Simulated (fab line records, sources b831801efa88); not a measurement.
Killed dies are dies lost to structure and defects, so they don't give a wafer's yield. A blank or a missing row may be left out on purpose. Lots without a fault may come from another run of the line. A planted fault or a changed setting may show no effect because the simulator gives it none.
fab line records | flow sfq_line
record lots=6 wafers=18 last_day=80
route steps=325 shown I1@81 M2@88
lots that met no fault: from a run of the same line without faults
start_h: hours from the record's first day to the start of the lot's first wafer shown | wait_h: hours since the lot's step before | " the same as in the row above | L1.1+2: a row that stands for several wafers | - no value, or no start given | * or withheld: withheld | < > ~ a bound
route shown NAME@n: a module of which the file shows steps, and the number in the route of the first | usual: mean/standard deviation of fault-free wafers | same: alike in all rows | chamber/n: place in a boat | sites: the reading at each site | _std_site: their standard deviation | _edge_site: outer sites' mean less inner sites' | radius_mm: how far each site lies from the wafer's centre | mask NAME#n: copy n | behind: the tool/chamber that last shaped the wafer | hold: why the lot was held/for how many hours/how that ended | device: the transistor (n, p or np) that didn't switch | end of line: the same wafers' tests at the end of the route | a step without rows: its recipe alone | killed: dies lost to structure and defects at the first sort, not the wafer's yield | map: a wafer's dies, x killed, . not, _ none there
set.NAME: the setting as run; set.NAME@STEP: as run at that earlier step | model.NAME: the simulator's own value behind a step, which no gauge read
lots at some steps of the route; a table a step, a row a wafer
services: from which hour (start_h, from the record's first day; less than 0 if before it) a tool's chamber was out of use, for how many hours, and why
## steps
# step SFQ_TRILAYER_I1_VIA_LITHO_PEB_052
# recipe peb_temp_c=115 peb_time_s=60 resist=KrF
# step SFQ_TRILAYER_I1_VIA_LITHO_DEVELOP_051
# recipe time_s=60 resist=KrF
# step SFQ_I1_OVL_MEAS_913
# usual I1_OVL=-1/5.6
# columns lot.wafer tool chamber start_h wait_h I1_OVL[nm]
L585.1 overlay-02 - 595.67 0.1 -2
L585.4 " - " " -6
L585.5 " - " " -5
L594.3 overlay-01 - 689.33 0.1 -4
L594.4 " - " " 9
L594.6 " - " " 9
L599.1 overlay-01 - 735.05 0.1 3
L599.4 " - " " -2
L599.5 " - " " 0
L600.1 overlay-02 - 743.45 0.1 -3
L600.2 " - " " -3
L600.6 " - " " -5
L602.3 overlay-02 - 752.30 0.1 4
L602.4 " - " " 2
L602.6 " - " " 3
L608.1 overlay-02 - 844.21 0.1 3
L608.2 " - " " 5
L608.5 " - " " 4
# step SFQ_TRILAYER_I1_VIA_BARC_OPEN_VIA_ETCH_071
# recipe mask_material=PR chemistry=O2 target_depth_nm=125 target=BARC source_w=500 bias_w=80 pressure_mtorr=30 time_s=41.7
# usual drypump_motor_current_A=5.5/0.42 oes_product_au=0.684/0.0046
# same time_s=41.7
# columns lot.wafer tool chamber start_h wait_h drypump_motor_current_A oes_product_au rf_hours_counter_h
L585.1 rie_diel-03 1 595.71 0.0 5.9 0.688 11
L585.4 " 3 " " 5.5 0.684 5
L585.5 " 2 " " 5.2 0.680 -
L594.3 rie_diel-02 3 689.36 0.0 5.2 0.676 2
L594.4 " 1 " " 5.5 0.687 1
L594.6 " 0 " " 5.2 0.691 -
L599.1 rie_diel-02 1 735.08 0.0 5.5 0.686 2
L599.4 " 3 " " 5.2 0.682 3
L599.5 " 2 " " 6.1 0.679 -
L600.1 rie_diel-03 3 743.48 0.0 5.5 0.681 7
L600.2 " 0 " " 5.8 0.686 5
L600.6 " 3 " " 5.5 0.690 -
L602.3 rie_diel-02 1 752.33 0.0 5.5 0.680 2
L602.4 " 0 " " 5.3 0.680 13
L602.6 " 0 " " 5.3 0.680 -
L608.1 rie_diel-02 1 844.25 0.0 5.5 0.684 4
L608.2 " 2 " " 6.1 0.683 7
L608.5 " 2 " " 6.1 0.685 -
# step SFQ_TRILAYER_I1_VIA_ETCH_VIA_ETCH_052
# recipe target=SiO2 stop_on=Nb mask_material=PR taper_deg=20 chemistry=CHF3 target_depth_nm=260 source_w=500 bias_w=80 pressure_mtorr=30 time_s=withheld
# step SFQ_TRILAYER_I1_VIA_STRIP_STRIP_053
# recipe gas=O2 power_w=200 platen_temp_c=40 overash_fraction=0.65 chemistry=O2 pressure_mtorr=50
# usual drypump_motor_current_A=5.7/0.52 oes_product_au=1.003/0.0088
# columns lot.wafer tool chamber start_h wait_h drypump_motor_current_A oes_product_au rf_hours_counter_h
L585.1 rie_metal-01 1 595.86 - 6.3 1.008 119
L585.4 " 1 " " 6.3 1.011 -
L585.5 " 1 " " 6.3 1.011 -
L594.3 rie_metal-01 1 689.91 - 6.3 1.003 -
L594.4 " 1 " " 6.3 1.008 -
L594.6 " 1 " " 6.3 1.006 -
L599.1 rie_metal-04 1 735.23 - 4.7 0.994 27
L599.4 " 0 " " 5.7 1.008 -
L599.5 " 1 " " 4.8 1.012 -
L600.1 rie_metal-01 1 743.63 - 6.3 1.007 140
L600.2 " 0 " " 5.3 0.995 8
L600.6 " 1 " " 6.3 1.010 -
L602.3 rie_metal-04 1 752.68 - 4.7 0.992 -
L602.4 " 0 " " 5.7 1.003 -
L602.6 " 1 " " 4.8 0.997 -
L608.1 rie_metal-04 1 844.40 - 4.8 1.005 41
L608.2 " 0 " " 5.7 1.007 60
L608.5 " 1 " " 4.8 1.017 -
# step SFQ_TRILAYER_I1_VIA_STRIP_SOLV_CLEAN_054
# recipe chemistry=NMP temp_c=70 time_s=600
# step SFQ_TRILAYER_M2_DEP_PRE_CLEAN_056
# recipe gas=Ar time_s=22.5 bias_v=250
# step SFQ_TRILAYER_M2_DEP_SPUTTER_055
# recipe material=Nb base_pressure_pa=1.33e-06 chamber_pressure_pa=0.1333 substrate_temp_c=20 resputter_cathode_voltage_v=400 target_thk_nm=200 power_w=2000 time_s=133.3
# usual cathode_dc_power_W=2000.0/0.36 resputter_cathode_voltage_v=401/4.4 throttle_valve_pct=30.0/1
# same time_s=133.3
# columns lot.wafer tool chamber start_h wait_h cathode_dc_power_W resputter_cathode_voltage_v throttle_valve_pct
L585.1 pvd_sputter-04 - 596.67 0.0 2000.1 401 28.9
L585.4 " - " " 1999.7 409 30.8
L585.5 " - " " 2000.3 396 31.9
L594.3 pvd_sputter-04 - 690.91 0.0 2000.1 407 31.0
L594.4 " - " " 1999.9 404 30.6
L594.6 " - " " 1999.6 406 30.5
L599.1 pvd_sputter-03 - 736.04 0.0 1999.8 407 30.2
L599.4 " - " " 1999.5 401 29.5
L599.5 " - " " 2000.3 402 29.7
L600.1 pvd_sputter-04 - 744.44 0.0 1999.8 409 32.1
L600.2 " - " " 1999.8 409 31.1
L600.6 " - " " 1999.8 399 31.0
L602.3 pvd_sputter-06 - 753.28 0.0 2000.0 404 29.5
L602.4 " - " " 1999.6 400 28.9
L602.6 " - " " 2000.9 394 29.5
L608.1 pvd_sputter-04 - 845.21 0.0 2000.4 399 29.0
L608.2 " - " " 2000.3 403 32.0
L608.5 " - " " 1999.8 409 30.9
# step SFQ_M2_RS_MEAS_914
# recipe thk_meas_gauge=four-point-probe reads=Nb_of_TRILAYER_M2_DEP_SPUTTER_055
# usual M2_NB_RS=0.889/0.0083
# columns lot.wafer tool chamber start_h wait_h M2_NB_RS[ohm/sq]
L585.1 film_metro-03 - 596.76 0.0 0.890
L585.4 " - " " 0.896
L585.5 " - " " 0.905
L594.3 film_metro-03 - 691.04 0.1 0.900
L594.4 " - " " 0.903
L594.6 " - " " 0.891
L599.1 film_metro-04 - 736.13 0.0 0.896
L599.4 " - " " 0.895
L599.5 " - " " 0.887
L600.1 film_metro-04 - 744.53 0.0 0.885
L600.2 " - " " 0.888
L600.6 " - " " 0.899
L602.3 film_metro-01 - 753.41 0.1 0.882
L602.4 " - " " 0.883
L602.6 " - " " 0.884
L608.1 film_metro-04 - 845.30 0.0 0.888
L608.2 " - " " 0.909
L608.5 " - " " 0.884
# step SFQ_TRILAYER_M2_LITHO_COAT_062
# recipe resist=BARC spin_rpm=3000 resist_thk_nm=62
# step SFQ_TRILAYER_M2_LITHO_COAT_057
# recipe resist=KrF spin_rpm=3000 resist_thk_nm=600
# columns lot.wafer tool chamber start_h wait_h model.KrF_of_TRILAYER_M2_LITHO_COAT_057.thk_nm
L585.1 litho_track-02 0 597.24 0.2 602.3
L585.4 " 0 " " 603.5
L585.5 " 0 " " 603.2
L594.3 litho_track-02 0 691.58 0.2 600.6
L594.4 " 0 " " 598.5
L594.6 " 0 " " 600
L599.1 litho_track-02 0 736.61 0.2 547.1
L599.4 " 0 " " 601.3
L599.5 " 0 " " 602
L600.1 litho_track-01 0 745.01 0.2 600.2
L600.2 " 0 " " 600.1
L600.6 " 0 " " 601.8
L602.3 litho_track-02 0 753.95 0.2 602.2
L602.4 " 0 " " 600.3
L602.6 " 0 " " 546
L608.1 litho_track-02 0 845.78 0.2 598.7
L608.2 " 0 " " 598.8
L608.5 " 0 " " 598.2
# step SFQ_TRILAYER_M2_LITHO_SOFTBAKE_061
# recipe temp_c=withheld time_s=withheld resist=KrF
# step SFQ_TRILAYER_M2_LITHO_EXPOSE_058
# recipe mask_id=M2 na=0.6 source_shape=conventional sigma_outer=0.65 target_cd_nm=500 dose_mj=14.4
# step SFQ_TRILAYER_M2_LITHO_PEB_060
# recipe peb_temp_c=115 peb_time_s=60 resist=KrF
# step SFQ_TRILAYER_M2_LITHO_DEVELOP_059
# recipe time_s=60 resist=KrF
# step SFQ_M2_OVL_MEAS_916
# usual M2_OVL=0/5.6
# columns lot.wafer tool chamber start_h wait_h M2_OVL[nm]
L585.1 overlay-02 - 599.31 0.1 1
L585.4 " - " " 6
L585.5 " - " " 6
L594.3 overlay-01 - 843.10 0.1 3
L594.4 " - " " 6
L594.6 " - " " 4
L599.1 overlay-02 - 893.25 0.1 -12
L599.4 " - " " -7
L599.5 " - " " -9
L600.1 overlay-01 - 900.45 0.1 -3
L600.2 " - " " 0
L600.6 " - " " -2
L602.3 overlay-01 - 906.47 0.1 -3
L602.4 " - " " -13
L602.6 " - " " -9
L608.1 overlay-01 - 987.16 0.1 -1
L608.2 " - " " 1
L608.5 " - " " 3
# step SFQ_TRILAYER_M2_BARC_OPEN_METAL_ETCH_077
# recipe mask_material=PR chemistry=O2 target_depth_nm=125 target=BARC icp_w=600 bias_w=80 pressure_mtorr=10 time_s=41.7
# usual drypump_motor_current_A=5.6/0.6 oes_product_au=0.685/0.0045
# same time_s=41.7
# columns lot.wafer tool chamber start_h wait_h drypump_motor_current_A oes_product_au rf_hours_counter_h
L585.1 rie_metal-03 1 599.35 0.0 6.1 0.686 91
L585.4 " 0 " " 5.5 0.688 -
L585.5 " 0 " " 5.5 0.683 -
L594.3 rie_metal-03 0 843.14 0.0 5.5 0.683 -
L594.4 " 1 " " 6.1 0.675 -
L594.6 " 0 " " 5.5 0.684 -
L599.1 rie_metal-02 1 893.29 0.0 6.3 0.682 48
L599.4 " 0 " " 6.5 0.682 -
L599.5 " 0 " " 6.5 0.687 -
L600.1 rie_metal-03 1 900.49 0.0 6.1 0.689 1
L600.2 " 0 " " 5.5 0.688 79
L600.6 " 0 " " 5.5 0.678 -
L602.3 rie_metal-03 1 906.51 0.0 6.1 0.683 -
L602.4 " 0 " " 5.5 0.685 -
L602.6 " 1 " " 6.1 0.689 -
L608.1 rie_metal-04 0 987.19 0.0 5.6 0.689 80
L608.2 " 1 " " 4.8 0.689 61
L608.5 " 1 " " 4.7 0.678 -
# step SFQ_TRILAYER_M2_ETCH_METAL_ETCH_060
# recipe target=Nb stop_on=SiO2 mask_material=PR chemistry=Cl2/Ar target_depth_nm=240 icp_w=600 bias_w=80 pressure_mtorr=10 time_s=120
# usual drypump_motor_current_A=5.6/0.6 oes_product_au=0.895/0.007
# same time_s=120
# columns lot.wafer tool chamber start_h wait_h drypump_motor_current_A oes_product_au rf_hours_counter_h model.KrF_of_TRILAYER_M2_LITHO_COAT_057.thk_nm
L585.1 rie_metal-03 1 599.41 0.0 6.1 0.893 91 386
L585.4 " 0 " " 5.5 0.890 - 382.2
L585.5 " 0 " " 5.5 0.888 - 382.5
L594.3 rie_metal-03 0 843.22 0.1 5.5 0.882 - 380.7
L594.4 " 1 " " 6.2 0.884 - 383.9
L594.6 " 0 " " 5.4 0.894 - 379.1
L599.1 rie_metal-02 1 893.35 0.0 6.3 0.880 48 327.8
L599.4 " 0 " " 6.5 0.886 - 379.7
L599.5 " 0 " " 6.5 0.901 - 380.4
L600.1 rie_metal-03 1 900.55 0.0 6.1 0.897 1 382.6
L600.2 " 0 " " 5.5 0.899 79 376.9
L600.6 " 0 " " 5.5 0.890 - 379.3
L602.3 rie_metal-03 1 906.59 0.1 6.1 0.890 - 386.5
L602.4 " 0 " " 5.5 0.892 - 377.6
L602.6 " 1 " " 6.1 0.899 - 331
L608.1 rie_metal-04 0 987.25 0.0 5.7 0.898 80 382.3
L608.2 " 1 " " 4.8 0.877 61 381.3
L608.5 " 1 " " 4.8 0.905 - 381.7
# step SFQ_TRILAYER_M2_STRIP_STRIP_061
# recipe gas=O2 power_w=200 platen_temp_c=40 overash_fraction=0.65 chemistry=O2 pressure_mtorr=50
# usual drypump_motor_current_A=5.6/0.6 oes_product_au=1.003/0.0085
# columns lot.wafer tool chamber start_h wait_h drypump_motor_current_A oes_product_au rf_hours_counter_h
L585.1 rie_metal-03 1 599.53 0.1 6.1 0.991 91
L585.4 " 0 " " 5.5 1.020 -
L585.5 " 0 " " 5.5 1.014 -
L594.3 rie_metal-03 0 843.50 0.2 5.5 1.008 -
L594.4 " 1 " " 6.1 0.981 -
L594.6 " 0 " " 5.4 1.015 -
L599.1 rie_metal-02 1 893.48 0.1 6.3 1.009 49
L599.4 " 0 " " 6.5 1.012 -
L599.5 " 0 " " 6.5 1.005 -
L600.1 rie_metal-03 1 900.68 0.1 6.1 0.999 2
L600.2 " 0 " " 5.5 1.017 79
L600.6 " 0 " " 5.5 1.021 -
L602.3 rie_metal-03 1 906.88 0.2 6.1 0.987 -
L602.4 " 0 " " 5.5 1.018 -
L602.6 " 1 " " 6.1 0.980 -
L608.1 rie_metal-04 0 987.38 0.1 5.7 0.996 80
L608.2 " 1 " " 4.8 1.008 61
L608.5 " 1 " " 4.8 0.994 -
## services
# columns tool chamber start_h hours kind
rie_metal-04 1 579.05 1.0 repair
pvd_sputter-04 - 584.05 3.1 repair
rie_diel-02 1 588.21 17.0 repair
rie_diel-02 3 612.83 6.9 repair
rie_diel-02 0 617.50 14.8 repair
pvd_sputter-04 - 620.23 0.7 repair
rie_diel-02 0 632.39 7.7 repair
pvd_sputter-04 - 653.10 3.1 repair
rie_metal-04 0 669.49 9.3 repair
rie_metal-04 - 701.51 0.7 repair
pvd_sputter-04 - 706.63 3.9 repair
rie_diel-02 3 737.24 5.4 repair
rie_metal-02 - 748.12 1.8 repair
rie_metal-04 - 766.93 1.4 pm
rie_metal-01 - 773.27 1.3 repair
rie_metal-04 1 781.08 20.5 repair
rie_metal-01 - 793.44 0.4 repair
rie_metal-02 1 873.77 2.3 repair
pvd_sputter-04 - 880.58 3.3 repair
rie_diel-02 1 914.89 3.5 repair
rie_metal-01 0 921.69 5.8 repair
rie_metal-03 0 930.73 23.5 repair
rie_metal-02 - 939.96 10.0 pm
rie_metal-03 - 974.51 4.3 pm
## key
first_sign none at tools or gauges
model_effect step=SFQ_TRILAYER_M2_LITHO_COAT_057 value=KrF_of_TRILAYER_M2_LITHO_COAT_057.thk_nm without=601.6 struck=546.6
model_effect step=SFQ_TRILAYER_M2_ETCH_METAL_ETCH_060 value=KrF_of_TRILAYER_M2_LITHO_COAT_057.thk_nm without=384.4 struck=329.4
met_at SFQ_TRILAYER_M2_LITHO_COAT_057
struck_wafers L599.1,L602.6
onset_between 691.58 736.61
fault kind=process_parameter_drift tool=litho_track-02 chamber=- onset_h=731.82 steps=SFQ_TRILAYER_M2_LITHO_COAT_057 channel=resist_thk_nm offset=-54.887 shape=step end_h=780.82 scope=struck_wafers_only acts_in=these_recipes_only stated=600
